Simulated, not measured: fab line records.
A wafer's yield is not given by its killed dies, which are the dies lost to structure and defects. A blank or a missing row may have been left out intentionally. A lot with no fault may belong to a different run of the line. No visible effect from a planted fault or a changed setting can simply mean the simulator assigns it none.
fab line records | flow gf180mcu
record: lots: 14 wafers: 41 lastDay: 34
route steps=602 shown NSD@245 PSD@259 SALICIDE@283
lots that met no fault: from a run of the same line without faults
startH: start of the lot's first displayed wafer, in hours after the record's first day | waitH: hours from the lot's prior step to this one | " as in the row above | L1.1+2: one row covering several wafers at once | - no value, or no start given | * or withheld: withheld | < > ~ a bound
route shown NAME@n: names a module that has steps shown in the file, with the first one's number in the route | usual: mean/standard deviation of fault-free wafers | same: alike in all rows | chamber/n: place in a boat | sites: per-site readings | _std_site: their standard deviation | _edge_site: mean of outer sites minus mean of inner sites | radiusMm: how far each site lies from the wafer's centre | mask NAME#n: copy n | behind: the most recent tool/chamber to have shaped the wafer | hold: what put the lot on hold/how long, in hours/how the hold closed | device: whichever transistor did not switch (one of n, p or np) | end of line: tests of these same wafers at the route's end | a step without rows: its recipe alone | killed: at the first sort, the dies lost to defects and structure; wafer yield is something else | map: shows each die of a wafer: x if killed, . if not, _ if none is there
set.NAME: the setting that was run; set.NAME@STEP: the one run at that earlier step | model.NAME: the simulator's own value behind a step, which no gauge read
route steps across a sampled set of lots; one table per step, one row per wafer
services: a tool's chamber out of use, with start hour (startH, from the record's first day; less than 0 if before it), hours out, and reason
== steps ==
step: GF_NSD_IMPLANT_10
recipe: species: P energyKev: 40 doseCm2: 5e+14 tiltDeg: 7
usual: beamEnergyKeV: 39.998/0.011
columns lot.wafer tool chamber startH waitH beamEnergyKeV
L701.2 implanter-04 0 295.52 0.1 39.983
L701.5 " 0 " " 39.987
L701.6 " 0 " " 39.985
L702.2 implanter-04 0 308.32 0.1 39.992
L702.5 " 0 " " 40.009
L702.6 " 0 " " 39.997
L704.1 implanter-04 0 322.33 0.1 40.021
L704.5 " 0 " " 40.006
L704.6 " 0 " " 40.022
L705.1 implanter-04 0 334.92 0.1 40.001
L705.3 " 0 " " 39.983
L705.6 " 0 " " 39.979
L708.1 implanter-04 0 357.23 0.1 40.003
L708.4 " 0 " " 40.006
L708.6 " 0 " " 39.988
L709.1 implanter-04 0 366.12 0.1 39.991
L709.2 " 0 " " 39.979
L709.3 " 0 " " 39.977
L710.3 implanter-03 0 375.23 0.1 40.000
L710.4 " 0 " " 39.996
L710.5 " 0 " " 39.994
L711.3 implanter-04 0 383.84 0.1 39.982
L711.4 " 0 " " 40.008
L711.6 " 0 " " 39.997
L714.2 implanter-04 0 405.97 0.1 39.977
L714.3 " 0 " " 39.979
L720.3 implanter-02 0 467.14 0.1 40.014
L720.4 " 0 " " 40.013
L720.5 " 0 " " 40.004
L721.3 implanter-04 0 468.02 0.1 39.985
L721.5 " 0 " " 40.000
L721.6 " 0 " " 39.993
L722.3 implanter-02 0 478.03 0.1 40.011
L722.5 " 0 " " 39.987
L722.6 " 0 " " 39.986
L723.1 implanter-02 0 483.42 0.1 40.006
L723.3 " 0 " " 40.003
L723.5 " 0 " " 40.003
L724.1 implanter-03 0 497.34 0.1 39.993
L724.2 " 0 " " 40.002
L724.6 " 0 " " 40.010
step: GF_NSD_TW_MEAS_12
usual: NSD_TW: 4209/47
columns lot.wafer tool chamber startH waitH NSD_TW
L701.2 filmMetro-02 - 295.75 0.1 4176
L701.5 " - " " 4179
L701.6 " - " " 4168
L702.2 filmMetro-02 - 308.55 0.1 4175
L702.5 " - " " 4150
L702.6 " - " " 4165
L704.1 filmMetro-02 - 322.58 0.1 4138
L704.5 " - " " 4132
L704.6 " - " " 4150
L705.1 filmMetro-01 - 335.17 0.1 4235
L705.3 " - " " 4242
L705.6 " - " " 4246
L708.1 filmMetro-04 - 357.48 0.1 4261
L708.4 " - " " 4274
L708.6 " - " " 4282
L709.1 filmMetro-04 - 366.37 0.1 4284
L709.2 " - " " 4273
L709.3 " - " " 4274
L710.3 filmMetro-04 - 375.45 0.1 4292
L710.4 " - " " 4271
L710.5 " - " " 4254
L711.3 filmMetro-01 - 384.06 0.1 4236
L711.4 " - " " 4243
L711.6 " - " " 4265
L714.2 filmMetro-02 - 406.20 0.1 4151
L714.3 " - " " 4181
L720.3 filmMetro-02 - 467.44 0.1 4161
L720.4 " - " " 4179
L720.5 " - " " 4150
L721.3 filmMetro-02 - 468.24 0.1 4172
L721.5 " - " " 4187
L721.6 " - " " 4154
L722.3 filmMetro-01 - 478.25 0.1 4184
L722.5 " - " " 4213
L722.6 " - " " 4203
L723.1 filmMetro-04 - 483.67 0.1 4283
L723.3 " - " " 4283
L723.5 " - " " 4270
L724.1 filmMetro-02 - 497.59 0.1 4159
L724.2 " - " " 4188
L724.6 " - " " 4175
step: GF_PSD_TW_MEAS_11
usual: PSD_TW: 3163/38
columns lot.wafer tool chamber startH waitH PSD_TW
L701.2 filmMetro-02 - 316.85 0.1 3094
L701.5 " - " " 3101
L701.6 " - " " 3093
L702.2 filmMetro-01 - 329.30 0.1 3159
L702.5 " - " " 3177
L702.6 " - " " 3179
L704.1 filmMetro-01 - 343.84 0.1 3186
L704.5 " - " " 3176
L704.6 " - " " 3188
L705.1 filmMetro-02 - 357.10 0.1 3113
L705.3 " - " " 3100
L705.6 " - " " 3104
L708.1 filmMetro-01 - 379.68 0.1 3162
L708.4 " - " " 3171
L708.6 " - " " 3170
L709.1 filmMetro-04 - 389.58 0.1 3191
L709.2 " - " " 3207
L709.3 " - " " 3201
L710.3 filmMetro-01 - 398.86 0.1 3197
L710.4 " - " " 3178
L710.5 " - " " 3171
L711.3 filmMetro-04 - 408.12 0.1 3191
L711.4 " - " " 3182
L711.6 " - " " 3185
L714.2 filmMetro-01 - 430.54 0.1 3183
L714.3 " - " " 3182
L720.3 filmMetro-02 - 491.95 0.1 3098
L720.4 " - " " 3099
L720.5 " - " " 3113
L721.3 filmMetro-02 - 492.71 0.1 3107
L721.5 " - " " 3112
L721.6 " - " " 3112
L722.3 filmMetro-02 - 502.60 0.1 3099
L722.5 " - " " 3094
L722.6 " - " " 3118
L723.1 filmMetro-01 - 507.68 0.1 3171
L723.3 " - " " 3189
L723.5 " - " " 3169
L724.1 filmMetro-02 - 521.43 0.1 3105
L724.2 " - " " 3116
L724.6 " - " " 3132
step: GF_PSD_RS_MEAS_14
recipe: thkMeasGauge: four-point-probe
usual: NSD_RS: 46.14/0.086
columns lot.wafer tool chamber startH waitH hold NSD_RS[ohm/sq]
L701.2 filmMetro-02 - 317.15 0.1 - 46.28
L701.5 " - " " - 46.10
L701.6 " - " " - 46.21
L702.2 filmMetro-01 - 329.51 0.1 - 46.13
L702.5 " - " " - 46.07
L702.6 " - " " - 46.18
L704.1 filmMetro-01 - 344.04 0.1 - 46.09
L704.5 " - " " - 46.06
L704.6 " - " " - 46.00
L705.1 filmMetro-02 - 357.30 0.1 - 46.25
L705.3 " - " " - 46.23
L705.6 " - " " - 46.15
L708.1 filmMetro-04 - 379.88 0.1 - 45.92
L708.4 " - " " - 46.06
L708.6 " - " " - 46.18
L709.1 filmMetro-01 - 389.77 0.1 - 46.22
L709.2 " - " " - 45.98
L709.3 " - " " - 46.03
L710.3 filmMetro-04 - 399.08 0.1 - 46.34
L710.4 " - " " - 46.24
L710.5 " - " " - 46.30
L711.3 filmMetro-02 - 408.34 0.1 awaitDispo/0.2h/release 46.78
L711.4 " - " " awaitDispo/0.2h/release 46.01
L711.6 " - " " awaitDispo/0.2h/release 46.13
L711.3 filmMetro-02 - 408.66 0.3 - 46.78
L711.4 " - " " - 45.98
L711.6 " - " " - 46.20
L714.2 filmMetro-02 - 430.74 0.1 awaitDispo/0.2h/release 46.08
L714.3 " - " " awaitDispo/0.2h/release 46.80
L714.2 filmMetro-02 - 431.03 0.3 - 46.20
L714.3 " - " " - 46.82
L720.3 filmMetro-01 - 492.16 0.1 - 46.20
L720.4 " - " " - 46.23
L720.5 " - " " - 46.14
L721.3 filmMetro-01 - 492.93 0.1 - 46.03
L721.5 " - " " - 45.98
L721.6 " - " " - 46.06
L722.3 filmMetro-02 - 502.81 0.1 - 46.13
L722.5 " - " " - 46.19
L722.6 " - " " - 46.00
L723.1 filmMetro-02 - 507.88 0.1 - 46.33
L723.3 " - " " - 46.14
L723.5 " - " " - 46.22
L724.1 filmMetro-04 - 521.62 0.1 - 46.10
L724.2 " - " " - 46.12
L724.6 " - " " - 46.09
step: GF_SALICIDE_THK_MEAS_05
recipe: thkMeasGauge: xrf reads: TiN_of_SALICIDE_SPUTTER_03
usual: SALICIDE_TIN_THK: 20.11/0.23
columns lot.wafer tool chamber startH waitH SALICIDE_TIN_THK[nm]
L701.2 filmMetro-03 - 338.69 0.1 19.84
L701.5 " - " " 19.82
L701.6 " - " " 19.91
L702.2 filmMetro-02 - 352.66 0.1 20.48
L702.5 " - " " 20.40
L702.6 " - " " 20.23
L704.1 filmMetro-03 - 366.79 0.1 20.17
L704.5 " - " " 20.22
L704.6 " - " " 20.27
L705.1 filmMetro-01 - 380.69 0.1 19.89
L705.3 " - " " 19.89
L705.6 " - " " 19.48
L708.1 filmMetro-02 - 403.53 0.1 19.82
L708.4 " - " " 19.77
L708.6 " - " " 19.83
L709.1 filmMetro-01 - 414.43 0.1 20.22
L709.2 " - " " 19.54
L709.3 " - " " 20.06
L710.3 filmMetro-02 - 423.08 0.1 20.38
L710.4 " - " " 20.35
L710.5 " - " " 20.47
L711.3 filmMetro-01 - 433.68 0.1 20.35
L711.4 " - " " 19.87
L711.6 " - " " 20.16
L714.2 filmMetro-01 - 456.06 0.1 20.31
L714.3 " - " " 20.14
L720.3 filmMetro-02 - 515.84 0.1 20.05
L720.4 " - " " 20.49
L720.5 " - " " 20.06
L721.3 filmMetro-02 - 516.45 0.1 20.31
L721.5 " - " " 20.53
L721.6 " - " " 20.15
L722.3 filmMetro-01 - 527.20 0.1 19.99
L722.5 " - " " 20.32
L722.6 " - " " 19.91
L723.1 filmMetro-03 - 532.16 0.1 20.51
L723.3 " - " " 20.39
L723.5 " - " " 20.19
L724.1 filmMetro-01 - 544.90 0.1 20.43
L724.2 " - " " 20.10
L724.6 " - " " 20.11
== services ==
columns tool chamber startH hours kind
implanter-04 - 280.78 4.1 pm
implanter-03 - 305.43 3.2 repair
implanter-02 - 331.77 6.7 repair
implanter-04 - 366.96 3.8 repair
implanter-03 - 432.45 3.2 pm
implanter-03 - 477.90 4.5 repair
implanter-02 - 496.85 6.0 pm
== key ==
firstSign: step: GF_PSD_RS_MEAS_14 reading: visit direction: added
effect: step: GF_PSD_RS_MEAS_14 reading: NSD_RS direction: up sigmas: 7.6 usual: 46.14 struck: 46.79
metAt GF_NSD_IMPLANT_10
struckLots L711,L714
struckWafers L711.3,L714.3
testerLeftOut L711,L714
notActingAt GF_NSD_TW_MEAS_12,GF_PSD_TW_MEAS_11,GF_SALICIDE_THK_MEAS_05
onsetBetween 366.12 383.84
fault: kind: processParameterDrift tool: implanter-04 chamber: - onsetH: 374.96 steps: GF_NSD_IMPLANT_10 channel: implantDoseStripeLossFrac offset: 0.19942 shape: step endH: 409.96 scope: struckWafersOnly
testerLeftOut: of these lots the tester's yield and bins aren't shown, on N5 and GAA mostly nor the transistor test; their killed dies are dies lost to structure and defects alone, not to doping, threshold or leakage, so they don't give the yield
